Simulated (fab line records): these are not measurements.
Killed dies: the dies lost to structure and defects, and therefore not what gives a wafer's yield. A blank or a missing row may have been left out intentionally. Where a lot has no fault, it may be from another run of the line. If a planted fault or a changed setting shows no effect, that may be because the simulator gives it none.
A struck lot beside a sound one    flow sky130    17 out of 708 route steps
Sound: wafers L954.1, L954.4, L954.6. Struck: wafers L958.1, L958.4, L958.5. The cause comes at the end.
Each step with rows lists, per side, the tool, then ch with its chambers, then its first start. Under that, the readings that differ: sound wafers    struck wafers    difference of the means    sigmas: that difference in standard deviations of wafers without a fault.
alike: a reading whose means differ by less than 2 such deviations, as well as words and numbers matching on both sides. not compared: withheld readings; readings where some wafer has no value; bounds like >300 that might hide an equal value; numbers whose values overlap and for which the record gives no deviation.
The two part at a step that has a row with sigmas, a row that says differs or no value, or rows on one side only. Numbers that have no deviation but don't overlap get no sigmas and don't part them. A reading missing from all wafers of one side parts the sides only when that side holds two or more wafers.

SKY_LDD_P_OVL_MEAS_08:
  struck on overlay-01, day 20 16:37; sound on overlay-02, day 19 01:39
  alike: LDD_P_OVL
next, for these wafers, 1 step has no rows: SKY_LDD_P_IMPLANT_09.
SKY_LDD_P_STRIP_10: strips in O2/N2.
  sound on plasma_asher-02 ch 1, day 19 01:50; struck on plasma_asher-04 ch 0,1, day 20 16:48
reading                      sound           struck          difference  sigmas
drypump_motor_current_A (A)  5.46 5.50 5.51  4.97 5.36 4.99  -0.38       -2
  alike: n2_flow_sccm, oes_product_au, strip_time_to_endpoint_s
  not compared: rf_hours_counter_h
SKY_LDD_P_TW_MEAS_11:
  struck on film_metro-03, day 20 16:54; sound on film_metro-04, day 19 01:56
reading   sound        struck       difference  sigmas
LDD_P_TW  643 643 646  628 631 633  -13         -2
then, 7 steps without rows for these wafers: SKY_LDD_HVN_DEHYDRATE_00 (time 60 s); SKY_LDD_HVN_HMDS_01 (prime time 60 s); SKY_LDD_HVN_COAT_02 (resist thk 300 nm); SKY_LDD_HVN_SOFTBAKE_03 (time 60 s); SKY_LDD_HVN_EXPOSE_04 (exposes mask HVNTM, target cd 700 nm); SKY_LDD_HVN_PEB_05; SKY_LDD_HVN_DEVELOP_06 (develop time 60 s).
SKY_LDD_HVN_OVL_MEAS_07:
  struck on overlay-01, day 21 22:57; sound on overlay-01, day 20 08:59
  alike: LDD_HVN_OVL
SKY_LDD_HVN_IMPLANT_08:
  sound on implanter-01 ch 0, day 20 09:02; struck on implanter-01 ch 0, day 21 22:59
reading             sound                 struck              difference  sigmas
tilt_deg (degrees)  39.972 40.016 40.001  0.048 -0.008 0.040  -39.970     -99 or more
SKY_LDD_HVN_STRIP_09: strips in O2/N2.
  sound on plasma_asher-04 ch 0,1, day 20 09:11; struck on plasma_asher-03 ch 0,1, day 21 23:08
reading                      sound        struck       difference  sigmas
drypump_motor_current_A (A)  5.3 5.0 5.3  5.9 6.0 5.9  +0.7        +2
  alike: n2_flow_sccm, oes_product_au, strip_time_to_endpoint_s
  not compared: rf_hours_counter_h
SKY_LDD_HVN_TW_MEAS_10:
  struck on film_metro-02, day 21 23:14; sound on film_metro-04, day 20 09:17
reading     sound           struck          difference  sigmas
LDD_HVN_TW  1448 1445 1446  1284 1275 1287  -164        -12
then, 1 step without rows for these wafers: SKY_LDD_HVP_DEHYDRATE_00 (time 60 s).
-- here the record skips 25 days between the struck wafers' starts before and after, leaving off in module LDD_HVP and picking up in module PAD_OPEN (first step shown: number 708 of the route) --
SKY_PAD_OPEN_PROBE_99:
  struck on prober-02, day 47 01:37; sound on prober-02, day 46 03:25
reading                                  sound                 struck                difference  sigmas
model.etest.tip_n_5v.rs_ohm_sq           1382 1379 1385        955.1 970.1 963.3     -419.2      
model.etest.nfet_g5v0d10v5.r_on_ohm_um   1902 1903 1859        1788 1801 1786        -96         
model.etest.nfet_g5v0d10v5.drive_ua_um   591.9 599.2 596.9     645.5 642.4 633.5     +44.5       
model.etest.nfet_05v0_nvt.drive_ua_um    567.8 569.9 564       606.9 593.6 596.9     +31.9       
model.etest.res_ndiff_hv.rs_ohm_sq       115.4 115.5 115.6     110.1 111.3 110.7     -4.8        
model.etest.ring_5v.delay_ps             44.72 45 44.74        43.4 44.04 43.39      -1.2        
model.etest.nfet_g5v0d10v5.vt_sat_v (V)  0.7747 0.7657 0.7766  0.7254 0.7262 0.7277  -0.0459     
  alike: killed_at_M0_to_M3, killed_at_M4_up, killed_at_contacts, killed_at_front_end, killed_at_other, killed_dies, killed_open, killed_short

== WHERE THEY PART ==
Earliest at SKY_LDD_P_STRIP_10; latest, in this record, at SKY_LDD_HVN_TW_MEAS_10. Later steps at which nothing parts them and some readings are alike: SKY_PAD_OPEN_PROBE_99.

WHY: whatever the simulator had introduced
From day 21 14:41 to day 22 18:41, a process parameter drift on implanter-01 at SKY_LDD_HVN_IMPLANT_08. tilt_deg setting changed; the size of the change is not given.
